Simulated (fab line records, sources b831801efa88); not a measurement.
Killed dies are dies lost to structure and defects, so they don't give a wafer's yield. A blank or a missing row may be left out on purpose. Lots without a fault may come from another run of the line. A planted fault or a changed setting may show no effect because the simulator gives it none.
fab line records | flow gf180mcu
record lots=5 wafers=15 last_day=33
route steps=602 shown STI@11 DNWELL@32 NWELL@42 LVPWELL@54
lots that met no fault: from a run of the same line without faults
start_h: hours from the record's first day to the start of the lot's first wafer shown | wait_h: hours since the lot's step before | " the same as in the row above | L1.1+2: a row that stands for several wafers | - no value, or no start given | * or withheld: withheld | < > ~ a bound
route shown NAME@n: a module of which the file shows steps, and the number in the route of the first | usual: mean/standard deviation of fault-free wafers | same: alike in all rows | chamber/n: place in a boat | sites: the reading at each site | _std_site: their standard deviation | _edge_site: outer sites' mean less inner sites' | radius_mm: how far each site lies from the wafer's centre | mask NAME#n: copy n | behind: the tool/chamber that last shaped the wafer | hold: why the lot was held/for how many hours/how that ended | device: the transistor (n, p or np) that didn't switch | end of line: the same wafers' tests at the end of the route | a step without rows: its recipe alone | killed: dies lost to structure and defects at the first sort, not the wafer's yield | map: a wafer's dies, x killed, . not, _ none there
set.NAME: the setting as run; set.NAME@STEP: as run at that earlier step | model.NAME: the simulator's own value behind a step, which no gauge read
lots at some steps of the route; a table a step, a row a wafer
services: from which hour (start_h, from the record's first day; less than 0 if before it) a tool's chamber was out of use, for how many hours, and why
## steps
# step GF_STI_PEB_10
# recipe peb_temp_c=135 peb_time_s=90 resist=KrF
# columns lot.wafer tool chamber start_h wait_h
L083.3+4+6 litho_track-03 0 - -
L084.1+3+4 litho_track-01 0 - -
L085.2+3+6 litho_track-01 0 - -
L089.2+5+6 litho_track-03 0 - -
L094.2+4+5 litho_track-02 0 - -
# step GF_STI_DEVELOP_11
# recipe develop_time_s=60 dev_temp_c=21
# same develop_time_s=60
# columns lot.wafer tool chamber start_h wait_h
L083.3+4+6 litho_track-03 0 72.92 0.1
L084.1+3+4 litho_track-01 0 77.27 0.2
L085.2+3+6 litho_track-01 0 82.99 0.2
L089.2+5+6 litho_track-03 0 104.10 0.2
L094.2+4+5 litho_track-02 0 130.38 0.2
# step GF_STI_CD_MEAS_12
# recipe target_cd_nm=220
# usual cd_nm=220.4/1.4
# columns lot.wafer tool chamber start_h wait_h cd_nm
L083.3 cd_sem-02 - 73.06 0.1 220.8
L083.4 " - " " 219.7
L083.6 " - " " 219.4
L084.1 cd_sem-01 - 77.42 0.1 219.0
L084.3 " - " " 218.8
L084.4 " - " " 219.2
L085.2 cd_sem-02 - 83.14 0.1 220.1
L085.3 " - " " 220.4
L085.6 " - " " 220.6
L089.2 cd_sem-01 - 104.24 0.1 221.3
L089.5 " - " " 221.0
L089.6 " - " " 219.9
L094.2 cd_sem-01 - 130.52 0.1 218.8
L094.4 " - " " 219.7
L094.5 " - " " 219.0
# step GF_STI_ETCH_13
# recipe chemistry=CHF3/O2 stop_on=Si over_etch_frac=0.3 target_depth_a=2823.1 source_w=600 bias_w=200 pressure_mtorr=40 chf3_flow_sccm=50 O2_flow_sccm=5 time_s=112.9
# usual drypump_motor_current_A=5.9/0.55 oes_product_au=0.832/0.0059 throttle_valve_pct=8.809/0.0097
# same time_s=112.9
# columns lot.wafer tool chamber start_h wait_h drypump_motor_current_A oes_product_au rf_hours_counter_h throttle_valve_pct
L083.3 rie_diel-04 1 73.14 0.1 4.6 0.833 147 8.800
L083.4 " 2 " " 5.8 0.824 1 8.805
L083.6 " 2 " " 5.7 0.837 - 8.828
L084.1 rie_diel-01 3 77.54 0.1 6.2 0.831 153 8.822
L084.3 " 2 " " 6.5 0.832 88 8.809
L084.4 " 1 " " 6.5 0.845 64 8.809
L085.2 rie_diel-04 0 83.24 0.1 6.1 0.825 84 8.815
L085.3 " 3 " " 5.3 0.827 171 8.808
L085.6 " 1 " " 4.6 0.820 - 8.808
L089.2 rie_diel-01 0 104.34 0.1 6.0 0.827 20 8.802
L089.5 " 0 " " 6.0 0.839 - 8.807
L089.6 " 3 " " 6.1 0.840 - 8.827
L094.2 rie_diel-02 2 130.62 0.1 5.6 0.835 63 8.806
L094.4 " 1 " " 6.4 0.839 101 8.808
L094.5 " 0 " " 5.7 0.825 - 8.805
# step GF_STI_ETCH_14
# recipe target=Si chemistry=HBr/Cl2/O2 target_depth_nm=360 icp_w=600 bias_w=150 pressure_mtorr=15 HBr_flow_sccm=150 Cl2_flow_sccm=40 O2_flow_sccm=6 time_s=102.9
# usual drypump_motor_current_A=5.7/0.52 oes_product_au=1.003/0.011 throttle_valve_pct=25.655/0.011
# same time_s=102.9
# columns lot.wafer tool chamber start_h wait_h drypump_motor_current_A oes_product_au rf_hours_counter_h throttle_valve_pct
L083.3 rie_si-01 3 73.22 0.0 5.7 1.008 5 25.660
L083.4 " 2 " " 5.3 0.994 4 25.661
L083.6 " 0 " " 5.2 0.986 - 25.650
L084.1 rie_si-01 1 77.62 0.0 6.7 1.007 33 25.657
L084.3 " 3 " " 5.7 1.005 5 25.654
L084.4 " 2 " " 5.3 0.987 4 25.665
L085.2 rie_si-02 1 83.32 0.0 6.3 0.989 0 25.659
L085.3 " 2 " " 5.9 1.002 15 25.664
L085.6 " 3 " " 5.2 1.015 - 25.643
L089.2 rie_si-01 2 104.42 0.0 5.3 0.994 4 25.680
L089.5 " 3 " " 5.7 1.005 - 25.662
L089.6 " 0 " " 5.2 0.990 - 25.673
L094.2 rie_si-01 1 130.70 0.0 6.6 1.009 34 25.658
L094.4 " 1 " " 6.7 0.995 - 25.658
L094.5 " 3 " " 5.7 1.001 - 25.662
# step GF_STI_STRIP_15
# recipe chemistry=O2/N2 power_w=1400 pressure_mtorr=1500 platen_temp_c=250 o2_flow_sccm=3000 n2_flow_sccm=300 overash_fraction=0.5
# usual drypump_motor_current_A=5.6/0.71 heater_power_w=354/30 oes_product_au=0.383/0.0056 strip_time_to_endpoint_s=3.71/0.058
# columns lot.wafer tool chamber start_h wait_h drypump_motor_current_A heater_power_w oes_product_au rf_hours_counter_h strip_time_to_endpoint_s
L083.3 plasma_asher-02 0 73.33 0.1 6.7 337 0.375 - 3.68
L083.4 " 1 " " 5.4 336 0.384 - 3.67
L083.6 " 0 " " 6.7 345 0.380 - 3.69
L084.1 plasma_asher-03 0 77.69 0.0 4.7 366 0.381 39 3.72
L084.3 " 0 " " 4.7 351 0.383 - 3.71
L084.4 " 1 " " 4.9 324 0.389 - 3.84
L085.2 plasma_asher-02 0 83.39 0.0 6.7 337 0.378 45 3.65
L085.3 " 0 " " 6.7 337 0.387 - 3.72
L085.6 " 1 " " 5.4 327 0.376 - 3.68
L089.2 plasma_asher-03 0 104.50 0.0 4.7 369 0.380 42 3.66
L089.5 " 0 " " 4.8 359 0.376 - 3.62
L089.6 " 1 " " 4.9 323 0.372 - 3.72
L094.2 plasma_asher-02 1 130.78 0.0 5.4 325 0.381 50 3.64
L094.4 " 0 " " 6.7 352 0.382 - 3.69
L094.5 " 1 " " 5.4 334 0.386 - 3.76
# step GF_STI_CLEAN_16
# recipe chemistry=dHF time_s=25 dilution=100:1
# same time_s=25
# columns lot.wafer tool chamber start_h wait_h
L083.3+4+6 wet_bench-04 0 73.40 0.0
L084.1+3+4 wet_bench-04 0 77.79 0.1
L085.2+3+6 wet_bench-03 2 83.49 0.1
L089.2+5+6 wet_bench-02 3 104.60 0.1
L094.2+4+5 wet_bench-04 0 130.88 0.1
# step GF_STI_WET_ETCH_17
# recipe chemistry=H3PO4 target_depth_nm=45 temp_c=160 target=Si3N4 time_s=514
# same time_s=514
# columns lot.wafer tool chamber start_h wait_h
L083.3+4+6 wet_bench-02 1 73.41 0.0
L084.1+3+4 wet_bench-02 2 77.81 0.0
L085.2+3+6 wet_bench-04 0 83.51 0.0
L089.2+5+6 wet_bench-04 2 104.61 0.0
L094.2+4+5 wet_bench-03 3 130.89 0.0
# step GF_STI_CLEAN_18
# recipe chemistry=SC1/SC2 mix=1:4:20 temp_c=70 time_s=150
# same time_s=150
# columns lot.wafer tool chamber start_h wait_h
L083.3+4+6 wet_bench-03 0 73.56 0.0
L084.1+3+4 wet_bench-04 3 77.96 0.0
L085.2+3+6 wet_bench-03 3 83.66 0.0
L089.2+5+6 wet_bench-02 0 104.76 0.0
L094.2+4+5 wet_bench-02 0 131.04 0.0
# step GF_STI_CLEAN_19
# recipe chemistry=dHF time_s=20 dilution=100:1
# same time_s=20
# columns lot.wafer tool chamber start_h wait_h
L083.3+4+6 wet_bench-04 3 73.61 0.0
L084.1+3+4 wet_bench-03 0 78.01 0.0
L085.2+3+6 wet_bench-04 0 83.71 0.0
L089.2+5+6 wet_bench-03 0 104.81 0.0
L094.2+4+5 wet_bench-04 3 131.09 0.0
# step GF_STI_WET_ETCH_20
# recipe chemistry=dHF dilution=100:1 target_depth_nm=20 temp_c=25 dry=ipa_marangoni target=SiO2 time_s=400
# same time_s=400
# columns lot.wafer tool chamber start_h wait_h
L083.3+4+6 wet_bench-02 2 73.63 0.0
L084.1+3+4 wet_bench-02 0 78.02 0.0
L085.2+3+6 wet_bench-03 0 83.72 0.0
L089.2+5+6 wet_bench-04 1 104.83 0.0
L094.2+4+5 wet_bench-03 2 131.11 0.0
# step GF_STI_OXIDATION_21
# recipe temp_c=1000 ambient=O2 stabilise_s=600 purge_s=300 target_thk_a=150 ox_time_s=458
# usual zone_power_lower_pct=25/3.9
# columns lot.wafer tool chamber start_h wait_h zone_power_lower_pct
L083.3 furnace-02 0 78.78 5.0 28
L083.4 " 0 " " 28
L083.6 " 0 " " 28
L084.1 furnace-02 0 78.78 0.6 28
L084.3 " 0 " " 28
L084.4 " 0 " " 28
L085.2 furnace-02 0 89.84 6.0 28
L085.3 " 0 " " 28
L085.6 " 0 " " 28
L089.2 furnace-02 0 105.34 0.4 28
L089.5 " 0 " " 27
L089.6 " 0 " " 28
L094.2 furnace-02 0 132.03 0.8 28
L094.4 " 0 " " 27
L094.5 " 0 " " 28
# step GF_STI_THK_MEAS_22
# recipe reads=SiO2_of_STI_OXIDATION_21
# usual STI_OXIDATION_01_THK=15.1/0.37
# columns lot.wafer tool chamber start_h wait_h STI_OXIDATION_01_THK[nm]
L084.1 film_metro-03 - 79.90 0.0 15.3
L084.3 " - " " 15.3
L084.4 " - " " 15.3
L083.3 film_metro-04 - 79.92 0.0 15.0
L083.4 " - " " 14.9
L083.6 " - " " 14.8
L085.2 film_metro-02 - 90.97 0.0 15.3
L085.3 " - " " 15.1
L085.6 " - " " 15.2
L089.2 film_metro-02 - 106.48 0.0 15.1
L089.5 " - " " 15.0
L089.6 " - " " 15.2
L094.2 film_metro-04 - 133.17 0.0 15.5
L094.4 " - " " 15.6
L094.5 " - " " 15.6
# step GF_STI_CVD_23
# recipe material=SiO2 target_thk_nm=650 sigma_open_frac=0.3 time_s=108.3 temp_c=600 sih4_flow_sccm=60 pressure_mtorr=6
# same time_s=108.3
# columns lot.wafer tool chamber start_h wait_h
L083.3+4+6 hdpcvd-01 0,1,0 79.96 0.0
L084.1+3+4 hdpcvd-02 0,1,0 79.96 0.1
L085.2+3+6 hdpcvd-01 0,1,0 91.02 0.0
L089.2+5+6 hdpcvd-02 0,2,0 106.53 0.0
L094.2+4+5 hdpcvd-02 2,2,1 133.22 0.0
# step GF_STI_THK_MEAS_24
# recipe reads=SiO2_of_STI_CVD_23
# usual STI_CVD_23_THK=651/7.3
# columns lot.wafer tool chamber start_h wait_h STI_CVD_23_THK[nm]
L083.3 film_metro-03 - 80.09 0.1 660
L083.4 " - " " 649
L083.6 " - " " 662
L084.1 film_metro-02 - 80.12 0.1 650
L084.3 " - " " 661
L084.4 " - " " 653
L085.2 film_metro-04 - 91.11 0.0 657
L085.3 " - " " 649
L085.6 " - " " 657
L089.2 film_metro-03 - 106.61 0.0 653
L089.5 " - " " 662
L089.6 " - " " 649
L094.2 film_metro-04 - 133.30 0.0 654
L094.4 " - " " 644
L094.5 " - " " 651
# step GF_STI_CMP_25
# recipe stop_on=Si3N4 t_overpolish_s=33 down_force_psi=4 platen_rpm=60 target_thk_nm=524.6 pad_velocity_m_s=0.94248
# usual motor_current_A=11.8/1 overpolish_run_s=33.000/0.0094 time_to_endpoint_s=124/4.9
# columns lot.wafer tool chamber start_h wait_h motor_current_A overpolish_run_s time_to_endpoint_s
L083.3 cmp-01 2 80.13 0.0 12.2 33.001 132
L083.4 " 1 " " 12.4 32.999 125
L083.6 " 2 " " 11.8 33.001 134
L084.3 cmp-02 2 80.18 0.0 13.2 32.988 125
L084.1 " 0 " " 9.9 32.998 132
L084.4 " 1 " " 10.6 32.986 122
L085.2 cmp-02 1 91.21 0.1 10.5 32.995 124
L085.3 " 2 " " 13.3 33.005 123
L085.6 " 0 " " 9.9 33.007 134
L089.2 cmp-01 2 106.71 0.1 12.4 32.997 121
L089.6 " 1 " " 12.8 33.007 119
L089.5 " 2 " " 11.7 32.996 131
L094.2 cmp-01 1 133.40 0.1 13.1 32.996 119
L094.4 " 3 " " 12.0 33.003 121
L094.5 " 1 " " 12.6 33.001 119
# step GF_STI_WET_ETCH_26
# recipe chemistry=dHF target_depth_nm=94 target=SiO2 temp_c=25 dilution=10:1 time_s=188
# same time_s=188
# columns lot.wafer tool chamber start_h wait_h
L083.3+4+6 wet_bench-02 1 80.43 0.2
L084.1+3+4 wet_bench-03 1 80.48 0.1
L085.2+3+6 wet_bench-02 3 91.46 0.2
L089.2+5+6 wet_bench-04 1 106.96 0.2
L094.2+4+5 wet_bench-02 0 133.65 0.2
# step GF_STI_WET_ETCH_27
# recipe chemistry=H3PO4 target_depth_nm=160 target=Si3N4 temp_c=160 time_s=1825
# same time_s=1825
# columns lot.wafer tool chamber start_h wait_h
L083.3+4+6 wet_bench-02 1 80.50 0.0
L084.1+3+4 wet_bench-03 1 80.54 0.0
L085.2+3+6 wet_bench-04 1 91.52 0.0
L089.2+5+6 wet_bench-02 3 107.02 0.0
L094.2+4+5 wet_bench-03 1 133.72 0.0
# step GF_STI_WET_ETCH_28
# recipe chemistry=dHF target_depth_nm=20 dry=ipa_marangoni target=SiO2 temp_c=25 dilution=10:1 time_s=40
# same time_s=40
# columns lot.wafer tool chamber start_h wait_h
L084.1+3+4 wet_bench-04 0 81.06 0.0
L083.3+4+6 wet_bench-03 3 81.06 0.0
L085.2+3+6 wet_bench-02 0 92.04 0.0
L089.2+5+6 wet_bench-04 1 107.54 0.0
L094.2+4+5 wet_bench-04 3 134.23 0.0
# step GF_STI_OXIDATION_29
# recipe temp_c=900 ambient=O2 stabilise_s=600 purge_s=300 target_thk_a=100 ox_time_s=1418
# usual zone_power_lower_pct=20/3
# columns lot.wafer tool chamber start_h wait_h zone_power_lower_pct
L083.3 furnace-02 0 87.19 6.1 22
L083.4 " 0 " " 22
L083.6 " 0 " " 22
L084.1 furnace-02 0 87.19 6.1 22
L084.3 " 0 " " 22
L084.4 " 0 " " 22
L085.2 furnace-02 0 93.90 1.8 22
L085.3 " 0 " " 22
L085.6 " 0 " " 22
L089.2 furnace-02 0 108.31 0.7 22
L089.5 " 0 " " 22
L089.6 " 0 " " 22
L094.2 furnace-01 0 134.25 0.0 16
L094.4 " 0 " " 16
L094.5 " 0 " " 16
# step GF_STI_THK_MEAS_30
# recipe reads=SiO2_of_STI_OXIDATION_29
# usual STI_OXIDATION_02_THK=10.08/0.24
# columns lot.wafer tool chamber start_h wait_h STI_OXIDATION_02_THK[nm]
L084.1 film_metro-02 - 88.59 0.0 10.10
L084.3 " - " " 10.07
L084.4 " - " " 9.97
L083.3 film_metro-04 - 88.61 0.0 10.03
L083.4 " - " " 10.04
L083.6 " - " " 10.03
L085.2 film_metro-02 - 95.31 0.0 10.17
L085.3 " - " " 9.86
L085.6 " - " " 10.16
L089.2 film_metro-03 - 109.71 0.0 10.39
L089.5 " - " " 10.08
L089.6 " - " " 10.01
L094.2 film_metro-03 - 135.65 0.0 9.75
L094.4 " - " " 9.90
L094.5 " - " " 9.81
# step GF_DNWELL_DEHYDRATE_00
# recipe temp_c=200 time_s=60
# same time_s=60
# columns lot.wafer tool chamber start_h wait_h
L083.3+4+6 litho_track-03 0 94.52 5.9
L084.1+3+4 litho_track-04 0 94.52 5.9
L085.2+3+6 litho_track-03 0 101.70 6.4
L089.2+5+6 litho_track-02 0 115.83 6.1
L094.2+4+5 litho_track-04 0 142.45 6.8
# step GF_DNWELL_HMDS_01
# recipe prime_time_s=60 prime_temp_c=120
# columns lot.wafer tool chamber start_h wait_h
L083.3+4+6 litho_track-03 0 94.67 0.1
L084.1+3+4 litho_track-04 0 94.67 0.1
L085.2+3+6 litho_track-03 0 101.85 0.1
L089.2+5+6 litho_track-02 0 115.98 0.1
L094.2+4+5 litho_track-04 0 142.60 0.1
# step GF_DNWELL_COAT_02
# recipe spin_rpm=2000 resist_thk_nm=3000
# columns lot.wafer tool chamber start_h wait_h
L083.3+4+6 litho_track-03 0 94.82 0.1
L084.1+3+4 litho_track-04 0 94.82 0.1
L085.2+3+6 litho_track-03 0 102.00 0.1
L089.2+5+6 litho_track-02 0 116.13 0.1
L094.2+4+5 litho_track-04 0 142.75 0.1
# step GF_DNWELL_SOFTBAKE_03
# recipe temp_c=110 time_s=withheld
# columns lot.wafer tool chamber start_h wait_h
L084.1+3+4 litho_track-04 0 94.97 0.1
L083.3+4+6 litho_track-03 0 94.99 0.1
L085.2+3+6 litho_track-03 0 102.16 0.1
L089.2+5+6 litho_track-02 0 116.29 0.1
L094.2+4+5 litho_track-04 0 142.91 0.1
# step GF_DNWELL_EXPOSE_04
# recipe mask_id=DNWELL target_cd_nm=1700 na=0.6 source_shape=conventional sigma_outer=0.6 dose_mj=260
# same sigma_outer=0.6
# columns lot.wafer tool chamber start_h wait_h mask
L083.3+4+6 iline_stepper-01 0 - - DNWELL#0
L084.1+3+4 iline_stepper-02 0 - - DNWELL#0
L085.2+3+6 iline_stepper-01 0 - - DNWELL#0
L089.2+5+6 iline_stepper-02 0 - - DNWELL#0
L094.2+4+5 iline_stepper-01 0 - - DNWELL#0
# step GF_DNWELL_PEB_05
# recipe temp_c=115 time_s=withheld
# columns lot.wafer tool chamber start_h wait_h
L083.3+4+6 litho_track-04 0 - -
L084.1+3+4 litho_track-04 0 - -
L085.2+3+6 litho_track-04 0 - -
L089.2+5+6 litho_track-03 0 - -
L094.2+4+5 litho_track-02 0 - -
# step GF_DNWELL_DEVELOP_06
# recipe wall_angle_deg=90 develop_time_s=60 dev_temp_c=23
# same develop_time_s=60
# columns lot.wafer tool chamber start_h wait_h
L083.3+4+6 litho_track-04 0 - -
L084.1+3+4 litho_track-04 0 - -
L085.2+3+6 litho_track-04 0 - -
L089.2+5+6 litho_track-03 0 - -
L094.2+4+5 litho_track-02 0 - -
# step GF_DNWELL_IMPLANT_07
# recipe species=P energy_kev=1500 dose_cm2=1e+13 tilt_deg=0
# columns lot.wafer tool chamber start_h wait_h
L083.3+4+6 implanter-02 0 102.12 -
L084.1+3+4 implanter-03 0 102.42 -
L085.2+3+6 implanter-02 0 109.45 -
L089.2+5+6 implanter-01 0 124.25 -
L094.2+4+5 implanter-02 0 150.48 -
# step GF_DNWELL_STRIP_08
# recipe chemistry=O2/N2 power_w=1400 pressure_mtorr=1500 platen_temp_c=250 o2_flow_sccm=3000 n2_flow_sccm=300 overash_fraction=0.5
# usual drypump_motor_current_A=5.6/0.71 heater_power_w=337/20 oes_product_au=0.723/0.0045 strip_time_to_endpoint_s=37.00/0.13
# columns lot.wafer tool chamber start_h wait_h drypump_motor_current_A heater_power_w oes_product_au rf_hours_counter_h strip_time_to_endpoint_s
L083.3 plasma_asher-01 0 102.26 0.1 5.2 293 0.723 - 36.78
L083.4 " 1 " " 5.4 365 0.719 - 36.82
L083.6 " 1 " " 5.4 371 0.716 - 36.79
L084.1 plasma_asher-03 1 102.57 0.1 4.9 335 0.720 42 36.87
L084.3 " 1 " " 4.9 332 0.715 - 36.74
L084.4 " 0 " " 4.7 347 0.720 - 36.94
L085.2 plasma_asher-03 0 109.57 0.1 4.7 363 0.723 43 36.78
L085.3 " 0 " " 4.7 363 0.723 - 36.86
L085.6 " 0 " " 4.7 362 0.733 - 36.93
L089.2 plasma_asher-03 1 124.37 0.1 4.9 315 0.724 45 37.17
L089.5 " 1 " " 4.9 321 0.721 - 37.15
L089.6 " 0 " " 4.7 364 0.723 - 37.16
L094.2 plasma_asher-03 1 150.60 0.1 4.9 331 0.721 48 37.08
L094.4 " 1 " " 4.9 326 0.723 - 37.05
L094.5 " 0 " " 4.7 358 0.718 - 36.94
# step GF_DNWELL_TW_MEAS_09
# usual DNWELL_TW=1361/13
# columns lot.wafer tool chamber start_h wait_h DNWELL_TW
L083.3 film_metro-02 - 102.34 0.1 1351
L083.4 " - " " 1357
L083.6 " - " " 1358
L084.1 film_metro-04 - 102.67 0.1 1368
L084.3 " - " " 1365
L084.4 " - " " 1369
L085.2 film_metro-01 - 109.70 0.1 1364
L085.3 " - " " 1350
L085.6 " - " " 1353
L089.2 film_metro-01 - 124.48 0.1 1350
L089.5 " - " " 1350
L089.6 " - " " 1340
L094.2 film_metro-02 - 150.71 0.1 1367
L094.4 " - " " 1367
L094.5 " - " " 1366
# step GF_NWELL_DEHYDRATE_00
# recipe temp_c=200 time_s=60
# same time_s=60
# columns lot.wafer tool chamber start_h wait_h
L083.3+4+6 litho_track-01 0 108.82 6.5
L084.1+3+4 litho_track-03 0 109.32 6.6
L085.2+3+6 litho_track-03 0 115.95 6.2
L089.2+5+6 litho_track-03 0 131.20 6.7
L094.2+4+5 litho_track-03 0 158.10 7.4
# step GF_NWELL_HMDS_01
# recipe prime_time_s=60 prime_temp_c=120
# columns lot.wafer tool chamber start_h wait_h
L083.3+4+6 litho_track-01 0 108.97 0.1
L084.1+3+4 litho_track-03 0 109.47 0.1
L085.2+3+6 litho_track-03 0 116.10 0.1
L089.2+5+6 litho_track-03 0 131.35 0.1
L094.2+4+5 litho_track-03 0 158.25 0.1
# step GF_NWELL_COAT_02
# recipe spin_rpm=2000 resist_thk_nm=3000
# columns lot.wafer tool chamber start_h wait_h
L083.3+4+6 litho_track-01 0 109.12 0.1
L084.1+3+4 litho_track-03 0 109.62 0.1
L085.2+3+6 litho_track-03 0 116.25 0.1
L089.2+5+6 litho_track-03 0 131.50 0.1
L094.2+4+5 litho_track-03 0 158.40 0.1
# step GF_NWELL_SOFTBAKE_03
# recipe temp_c=110 time_s=withheld
# columns lot.wafer tool chamber start_h wait_h
L083.3+4+6 litho_track-01 0 109.29 0.1
L084.1+3+4 litho_track-03 0 109.77 0.1
L085.2+3+6 litho_track-03 0 116.41 0.1
L089.2+5+6 litho_track-03 0 131.66 0.1
L094.2+4+5 litho_track-03 0 158.55 0.1
# step GF_NWELL_EXPOSE_04
# recipe mask_id=Nwell target_cd_nm=860 na=0.6 source_shape=conventional sigma_outer=0.6 dose_mj=260
# same sigma_outer=0.6
# columns lot.wafer tool chamber start_h wait_h mask
L083.3+4+6 iline_stepper-02 0 - - Nwell#0
L084.1+3+4 iline_stepper-01 0 - - Nwell#0
L085.2+3+6 iline_stepper-02 0 - - Nwell#0
L089.2+5+6 iline_stepper-01 0 - - Nwell#0
L094.2+4+5 iline_stepper-01 0 - - Nwell#0
# step GF_NWELL_PEB_05
# recipe temp_c=115 time_s=withheld
# columns lot.wafer tool chamber start_h wait_h
L083.3+4+6 litho_track-04 0 - -
L084.1+3+4 litho_track-01 0 - -
L085.2+3+6 litho_track-04 0 - -
L089.2+5+6 litho_track-04 0 - -
L094.2+4+5 litho_track-01 0 - -
# step GF_NWELL_DEVELOP_06
# recipe wall_angle_deg=90 develop_time_s=60 dev_temp_c=23
# same develop_time_s=60
# columns lot.wafer tool chamber start_h wait_h
L083.3+4+6 litho_track-04 0 - -
L084.1+3+4 litho_track-01 0 - -
L085.2+3+6 litho_track-04 0 - -
L089.2+5+6 litho_track-04 0 - -
L094.2+4+5 litho_track-01 0 - -
# step GF_NWELL_OVL_MEAS_07
# usual NWELL_OVL=0.4/1.3
# columns lot.wafer tool chamber start_h wait_h NWELL_OVL[nm]
L083.3 overlay-01 - 116.18 - 0.2
L083.4 " - " " -0.6
L083.6 " - " " -0.3
L084.1 overlay-02 - 116.92 - 1.1
L084.3 " - " " 0.8
L084.4 " - " " 0.3
L085.2 overlay-02 - 124.48 - 1.4
L085.3 " - " " -0.6
L085.6 " - " " 0.7
L089.2 overlay-01 - 139.63 - 1.1
L089.5 " - " " 1.4
L089.6 " - " " 2.6
L094.2 overlay-01 - 166.52 - 2.3
L094.4 " - " " 2.4
L094.5 " - " " 1.5
# step GF_NWELL_IMPLANT_08
# recipe species=P energy_kev=450 dose_cm2=1.5e+13 tilt_deg=0
# columns lot.wafer tool chamber start_h wait_h
L083.3+4+6 implanter-02 0 116.26 0.1
L084.1+3+4 implanter-03 0 116.95 0.0
L085.2+3+6 implanter-03 0 124.53 0.0
L089.2+5+6 implanter-03 0 139.68 0.0
L094.2+4+5 implanter-04 0 166.58 0.0
# step GF_NWELL_IMPLANT_09
# recipe species=P energy_kev=160 dose_cm2=4e+12 tilt_deg=0
# columns lot.wafer tool chamber start_h wait_h
L083.3+4+6 implanter-02 0 116.41 0.1
L084.1+3+4 implanter-03 0 117.10 0.1
L085.2+3+6 implanter-03 0 124.68 0.1
L089.2+5+6 implanter-03 0 139.83 0.1
L094.2+4+5 implanter-04 0 166.73 0.1
# step GF_NWELL_STRIP_10
# recipe chemistry=O2/N2 power_w=1400 pressure_mtorr=1500 platen_temp_c=250 o2_flow_sccm=3000 n2_flow_sccm=300 overash_fraction=0.5
# usual drypump_motor_current_A=5.3/0.42 heater_power_w=360/36 oes_product_au=0.722/0.0045 strip_time_to_endpoint_s=36.96/0.11
# columns lot.wafer tool chamber start_h wait_h drypump_motor_current_A heater_power_w oes_product_au rf_hours_counter_h strip_time_to_endpoint_s
L083.3 plasma_asher-03 0 116.54 0.1 4.7 361 0.718 - 37.02
L083.4 " 1 " " 4.9 320 0.721 - 36.94
L083.6 " 1 " " 5.0 323 0.723 - 36.95
L084.1 plasma_asher-04 1 117.25 0.1 5.2 415 0.729 32 37.03
L084.3 " 1 " " 5.2 409 0.721 - 36.88
L084.4 " 0 " " 6.1 388 0.720 - 36.93
L085.2 plasma_asher-03 1 124.81 0.1 5.0 334 0.726 45 36.93
L085.3 " 0 " " 4.7 354 0.713 - 36.75
L085.6 " 1 " " 4.9 315 0.723 - 36.89
L089.2 plasma_asher-03 0 139.96 0.1 4.7 357 0.724 46 36.79
L089.5 " 1 " " 4.9 327 0.726 - 36.92
L089.6 " 0 " " 4.7 355 0.723 - 36.90
L094.2 plasma_asher-01 1 166.85 0.1 5.4 368 0.718 5 36.77
L094.4 " 0 " " 5.2 323 0.724 - 36.73
L094.5 " 1 " " 5.4 379 0.725 - 36.86
# step GF_NWELL_TW_MEAS_11
# usual NWELL_TW=1578/12
# columns lot.wafer tool chamber start_h wait_h NWELL_TW
L083.3 film_metro-01 - 116.63 0.1 1572
L083.4 " - " " 1582
L083.6 " - " " 1583
L084.1 film_metro-03 - 117.35 0.1 1580
L084.3 " - " " 1587
L084.4 " - " " 1586
L085.2 film_metro-01 - 124.92 0.1 1568
L085.3 " - " " 1567
L085.6 " - " " 1576
L089.2 film_metro-01 - 140.07 0.1 1575
L089.5 " - " " 1572
L089.6 " - " " 1573
L094.2 film_metro-03 - 166.96 0.1 1572
L094.4 " - " " 1582
L094.5 " - " " 1576
# step GF_LVPWELL_DEHYDRATE_00
# recipe temp_c=200 time_s=60
# same time_s=60
# columns lot.wafer tool chamber start_h wait_h
L083.3+4+6 litho_track-01 0 123.47 6.8
L084.1+3+4 litho_track-01 0 124.37 7.0
L085.2+3+6 litho_track-04 0 132.10 7.2
L089.2+5+6 litho_track-01 0 146.84 6.8
L094.2+4+5 litho_track-04 0 174.55 7.6
# step GF_LVPWELL_HMDS_01
# recipe prime_time_s=60 prime_temp_c=120
# columns lot.wafer tool chamber start_h wait_h
L083.3+4+6 litho_track-01 0 123.62 0.1
L084.1+3+4 litho_track-01 0 124.52 0.1
L085.2+3+6 litho_track-04 0 132.25 0.1
L089.2+5+6 litho_track-01 0 146.99 0.1
L094.2+4+5 litho_track-04 0 174.70 0.1
# step GF_LVPWELL_COAT_02
# recipe spin_rpm=2000 resist_thk_nm=3000
# columns lot.wafer tool chamber start_h wait_h
L083.3+4+6 litho_track-01 0 123.77 0.1
L084.1+3+4 litho_track-01 0 124.67 0.1
L085.2+3+6 litho_track-04 0 132.40 0.1
L089.2+5+6 litho_track-01 0 147.14 0.1
L094.2+4+5 litho_track-04 0 174.85 0.1
# step GF_LVPWELL_SOFTBAKE_03
# recipe temp_c=110 time_s=withheld
# columns lot.wafer tool chamber start_h wait_h
L083.3+4+6 litho_track-01 0 123.94 0.1
L084.1+3+4 litho_track-01 0 124.82 0.1
L085.2+3+6 litho_track-04 0 132.56 0.1
L089.2+5+6 litho_track-01 0 147.30 0.1
L094.2+4+5 litho_track-04 0 175.01 0.1
## services
# columns tool chamber start_h hours kind
implanter-04 - 55.70 2.9 pm
plasma_asher-03 - 56.77 2.8 pm
iline_stepper-01 - 61.22 1.7 pm
rie_diel-01 - 63.39 0.5 repair
cmp-01 - 64.00 4.0 pm
implanter-03 - 67.35 3.7 pm
hdpcvd-02 - 74.70 1.7 repair
implanter-02 - 78.52 4.2 pm
rie_diel-04 2 90.07 3.0 repair
furnace-02 - 90.96 2.9 pm
rie_diel-04 - 93.95 2.8 pm
rie_diel-04 3 106.11 7.6 repair
plasma_asher-01 - 108.83 9.0 pm
implanter-04 - 116.59 4.0 pm
plasma_asher-01 - 117.83 2.8 pm
implanter-04 - 120.57 7.7 pm
cmp-02 - 123.29 1.5 repair
rie_diel-04 0 124.61 3.6 repair
rie_diel-01 - 126.43 2.8 pm
cmp-01 - 129.67 2.7 repair
implanter-03 - 132.67 3.3 repair
iline_stepper-02 - 134.56 2.1 pm
plasma_asher-03 - 149.64 0.8 repair
cmp-01 - 174.59 21.2 pm
## key
fault none
